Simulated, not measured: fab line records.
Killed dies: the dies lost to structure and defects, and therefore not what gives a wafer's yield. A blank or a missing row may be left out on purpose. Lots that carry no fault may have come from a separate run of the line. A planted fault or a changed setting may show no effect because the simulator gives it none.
Matching of chambers + flow gf180mcu + cmp-02 running GF_STI_CMP_25: 3 sister chambers
The step polishes, stops on Si3N4, t overpolish 33 s, target thk 524.6 nm. 3 wafers are shown with their chamber, then 6 later ones without.

== WAFERS, EACH WITH ITS CHAMBER ==
| wafer  | chamber | motor_current_A (A) |
|--------|---------|---------------------|
| L091.2 | 3       | 12.5                |
| L092.1 | 0       | 9.0                 |
| L092.3 | 2       | 11.4                |

== WAFERS WITHOUT THEIR CHAMBER ==
| wafer  | motor_current_A (A) |
|--------|---------------------|
| L092.5 | 9.5                 |
| L095.1 | 11.5                |
| L095.6 | 10.1                |
| L097.4 | 12.0                |
| L097.5 | 11.7                |
| L097.6 | 12.4                |

== WHICH CHAMBER EACH ONE RAN IN ==
| wafer  | from the rows above     | in truth |
|--------|-------------------------|----------|
| L092.5 | 0                       | 0        |
| L095.1 | can't be placed: 2 or 3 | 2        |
| L095.6 | can't be placed: 0 or 2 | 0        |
| L097.4 | can't be placed: 3 or 2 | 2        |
| L097.5 | can't be placed: 2 or 3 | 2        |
| L097.6 | can't be placed: 3 or 2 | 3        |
Placed correctly: 1 of 6. Unplaceable from these rows: 5, with the true chamber sitting among the candidates in 5. Number placed wrongly: 0.
How it was worked out, from the rows above alone: a wafer's distance from a chamber is the root of the sum, over the readings, of the square of ((its reading less the chamber's mean) divided by the reading's scatter). If the next closest chamber is less than 2 further off than the closest, the wafer can't be placed; otherwise it belongs to the closest. A chamber's mean is the mean of its shown wafers. The scatter: with one shown wafer a chamber, the root of the mean of the squares of how far each hidden wafer lies from its nearest shown one.
